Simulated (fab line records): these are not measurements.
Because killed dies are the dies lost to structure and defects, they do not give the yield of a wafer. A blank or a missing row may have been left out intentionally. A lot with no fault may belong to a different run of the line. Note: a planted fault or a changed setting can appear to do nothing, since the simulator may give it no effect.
Which of the tools did it? || flow gf180mcu || 12 lots with 34 wafers sampled at 5 steps, on a route of 602 steps

WHAT THE GAUGES READ, wafer by wafer
GF_V3_THK_MEAS_01.
{"lot": "L660", "measured": "day 21 18:10", "on": "film metro-04", "V3_CVD_00_THK (nm)": "593 582 593"}
{"lot": "L661", "measured": "day 21 19:31", "on": "film metro-04", "V3_CVD_00_THK (nm)": "589 588 589"}
{"lot": "L662", "measured": "day 22 09:40", "on": "film metro-01", "V3_CVD_00_THK (nm)": "597 597 593"}
{"lot": "L663", "measured": "day 22 20:32", "on": "film metro-03", "V3_CVD_00_THK (nm)": "592 586 596"}
{"lot": "L664", "measured": "day 23 01:35", "on": "film metro-04", "V3_CVD_00_THK (nm)": "604 591 606"}
{"lot": "L665", "measured": "day 23 02:45", "on": "film metro-01", "V3_CVD_00_THK (nm)": "592 596 598"}
{"lot": "L667", "measured": "day 23 23:23", "on": "film metro-03", "V3_CVD_00_THK (nm)": "601 606 592"}
{"lot": "L669", "measured": "day 24 14:27", "on": "film metro-04", "V3_CVD_00_THK (nm)": "588 590 602"}
{"lot": "L671", "measured": "day 25 08:55", "on": "film metro-01", "V3_CVD_00_THK (nm)": "598 591"}
{"lot": "L673", "measured": "day 26 02:51", "on": "film metro-01", "V3_CVD_00_THK (nm)": "597 597"}
{"lot": "L681", "measured": "day 28 11:47", "on": "film metro-01", "V3_CVD_00_THK (nm)": "585 592 581"}
{"lot": "L683", "measured": "day 28 19:33", "on": "film metro-04", "V3_CVD_00_THK (nm)": "601 599 589"}

GF_V3_BOW_MEAS_05.
{"lot": "L660", "measured": "day 21 18:42", "on": "film metro-03", "V3_BOW (um)": "114 124 133"}
{"lot": "L661", "measured": "day 21 20:00", "on": "film metro-01", "V3_BOW (um)": "119 113 111"}
{"lot": "L662", "measured": "day 22 10:11", "on": "film metro-03", "V3_BOW (um)": "120 120 115"}
{"lot": "L663", "measured": "day 22 21:02", "on": "film metro-03", "V3_BOW (um)": "106 107 123"}
{"lot": "L664", "measured": "day 23 02:06", "on": "film metro-01", "V3_BOW (um)": "124 124 135"}
{"lot": "L665", "measured": "day 23 03:14", "on": "film metro-01", "V3_BOW (um)": "116 111 123"}
{"lot": "L667", "measured": "day 23 23:54", "on": "film metro-04", "V3_BOW (um)": "115 113 104"}
{"lot": "L669", "measured": "day 24 14:57", "on": "film metro-03", "V3_BOW (um)": "108 121 99"}
{"lot": "L671", "measured": "day 25 09:25", "on": "film metro-04", "V3_BOW (um)": "113 127 - -"}
{"lot": "L673", "measured": "day 26 03:20", "on": "film metro-01", "V3_BOW (um)": "126 110 - -"}
{"lot": "L681", "measured": "day 28 12:16", "on": "film metro-01", "V3_BOW (um)": "117 125 126"}
{"lot": "L683", "measured": "day 28 20:19", "on": "film metro-04", "V3_BOW (um)": "121 125 128"}

GF_V3_CD_MEAS_14 targets a cd of 260 nm.
{"lot": "L660", "measured": "day 22 18:20", "on": "cd sem-02", "cd nm (nm)": "260.1 260.2 259.0"}
{"lot": "L661", "measured": "day 22 19:17", "on": "cd sem-01", "cd nm (nm)": "259.9 261.0 259.3"}
{"lot": "L662", "measured": "day 23 08:32", "on": "cd sem-02", "cd nm (nm)": "260.2 260.8 261.8"}
{"lot": "L663", "measured": "day 23 19:33", "on": "cd sem-01", "cd nm (nm)": "258.2 257.3 256.4"}
{"lot": "L664", "measured": "day 24 00:01", "on": "cd sem-02", "cd nm (nm)": "261.5 262.4 261.9"}
{"lot": "L665", "measured": "day 24 01:29", "on": "cd sem-02", "cd nm (nm)": "261.5 262.2 263.1"}
{"lot": "L667", "measured": "day 24 21:53", "on": "cd sem-02", "cd nm (nm)": "261.7 261.2 261.7"}
{"lot": "L669", "measured": "day 25 12:07", "on": "cd sem-02", "cd nm (nm)": "261.5 261.4 262.0"}
{"lot": "L671", "measured": "day 26 06:40", "on": "cd sem-02", "cd nm (nm)": "260.3 260.5"}
{"lot": "L673", "measured": "day 27 00:50", "on": "cd sem-01", "cd nm (nm)": "262.7 261.5"}
{"lot": "L681", "measured": "day 29 07:50", "on": "cd sem-01", "cd nm (nm)": "256.0 256.8 258.8"}
{"lot": "L683", "measured": "day 29 15:59", "on": "cd sem-01", "cd nm (nm)": "259.1 258.9 258.9"}

GF_V3_OVL_MEAS_15.
{"lot": "L660", "measured": "day 22 18:28", "on": "overlay-01", "V3_OVL (nm)": "10 8 3"}
{"lot": "L661", "measured": "day 22 19:25", "on": "overlay-01", "V3_OVL (nm)": "14 6 6"}
{"lot": "L662", "measured": "day 23 08:37", "on": "overlay-01", "V3_OVL (nm)": "1 0 -3"}
{"lot": "L663", "measured": "day 23 19:39", "on": "overlay-01", "V3_OVL (nm)": "-1 -11 -5"}
{"lot": "L664", "measured": "day 24 00:07", "on": "overlay-02", "V3_OVL (nm)": "-1 0 -2"}
{"lot": "L665", "measured": "day 24 01:37", "on": "overlay-02", "V3_OVL (nm)": "1 10 0"}
{"lot": "L667", "measured": "day 24 22:00", "on": "overlay-01", "V3_OVL (nm)": "-6 -4 -3"}
{"lot": "L669", "measured": "day 25 12:13", "on": "overlay-01", "V3_OVL (nm)": "13 5 10"}
{"lot": "L671", "measured": "day 26 06:47", "on": "overlay-01", "V3_OVL (nm)": "4 -5"}
{"lot": "L673", "measured": "day 27 00:57", "on": "overlay-01", "V3_OVL (nm)": "-8 -6"}
{"lot": "L681", "measured": "day 29 07:58", "on": "overlay-01", "V3_OVL (nm)": "11 -5 7"}
{"lot": "L683", "measured": "day 29 16:04", "on": "overlay-02", "V3_OVL (nm)": "-5 7 -1"}

WHAT TOOL EACH LOT RAN ON (gives the tool, then ch and the chambers of the sampled wafers, and finally the start)
{"lot": "L660", "GF_V3_CMP_04": "cmp-02 ch 0,2,3, day 21 18:30"}
{"lot": "L661", "GF_V3_CMP_04": "cmp-01 ch 1,2,3, day 21 19:48"}
{"lot": "L662", "GF_V3_CMP_04": "cmp-02 ch 0,3, day 22 09:49"}
{"lot": "L663", "GF_V3_CMP_04": "cmp-01 ch 0,2,3, day 22 20:49"}
{"lot": "L664", "GF_V3_CMP_04": "cmp-02 ch 0,1, day 23 01:49"}
{"lot": "L665", "GF_V3_CMP_04": "cmp-01 ch 0,2,3, day 23 02:59"}
{"lot": "L667", "GF_V3_CMP_04": "cmp-01 ch 0,1, day 23 23:36"}
{"lot": "L669", "GF_V3_CMP_04": "cmp-01 ch 0,1,3, day 24 14:38"}
{"lot": "L671", "GF_V3_CMP_04": "cmp-02 ch 1,2, day 25 09:07"}
{"lot": "L673", "GF_V3_CMP_04": "cmp-02 ch 0,2, day 26 03:05"}
{"lot": "L681", "GF_V3_CMP_04": "cmp-01 ch 0,2,3, day 28 12:04"}
{"lot": "L683", "GF_V3_CMP_04": "cmp-01 ch 1,2, day 28 19:59"}
- GF_V3_CMP_04: polishes SiO2.

WHAT THE TOOLS THEMSELVES READ (means of the sampled wafers that have a number; where no wafer has one, the mark that the record gives instead)
GF_V3_CMP_04.
{"lot": "L660", "tool": "cmp-02", "motor current A (A)": 12.6, "time to endpoint s (s)": 84}
{"lot": "L661", "tool": "cmp-01", "motor current A (A)": 12.3, "time to endpoint s (s)": 83}
{"lot": "L662", "tool": "cmp-02", "motor current A (A)": 13.1, "time to endpoint s (s)": 93}
{"lot": "L663", "tool": "cmp-01", "motor current A (A)": 12.0, "time to endpoint s (s)": 77}
{"lot": "L664", "tool": "cmp-02", "motor current A (A)": 14.3, "time to endpoint s (s)": 84}
{"lot": "L665", "tool": "cmp-01", "motor current A (A)": 12.0, "time to endpoint s (s)": 80}
{"lot": "L667", "tool": "cmp-01", "motor current A (A)": 11.3, "time to endpoint s (s)": 77}
{"lot": "L669", "tool": "cmp-01", "motor current A (A)": 11.5, "time to endpoint s (s)": 78}
{"lot": "L671", "tool": "cmp-02", "motor current A (A)": 12.8, "time to endpoint s (s)": 96}
{"lot": "L673", "tool": "cmp-02", "motor current A (A)": 12.4, "time to endpoint s (s)": 100}
{"lot": "L681", "tool": "cmp-01", "motor current A (A)": 11.9, "time to endpoint s (s)": 90}
{"lot": "L683", "tool": "cmp-01", "motor current A (A)": 12.6, "time to endpoint s (s)": 90}

THE ANSWER, worked out from the rows above alone
Rule: usual is defined by the lots themselves. The widest of any qualifying gaps counts: lots, ordered by their means at a reading, are off when they make up no more than a third of the lots, leave a main group of 4 or more, and stand apart from it by 3 or more times the standard deviation of that group's means. A main group whose means are all the same, to the digits that the tables above print for the reading, isn't used. A lot without any number at a reading at which 4 lots or more have one is off too. All remaining lots with rows at the step are treated as sound. After the gauges, taken in route order, come the tools' own readings; for these a lot's mean is taken, as printed above. The first step at which some lot is off is used, and at that step the reading that is off furthest; a lot without a number counts as furthest.
No lot is off at any reading shown: from this, nothing can be told.

WHAT THE SIMULATOR PUT IN
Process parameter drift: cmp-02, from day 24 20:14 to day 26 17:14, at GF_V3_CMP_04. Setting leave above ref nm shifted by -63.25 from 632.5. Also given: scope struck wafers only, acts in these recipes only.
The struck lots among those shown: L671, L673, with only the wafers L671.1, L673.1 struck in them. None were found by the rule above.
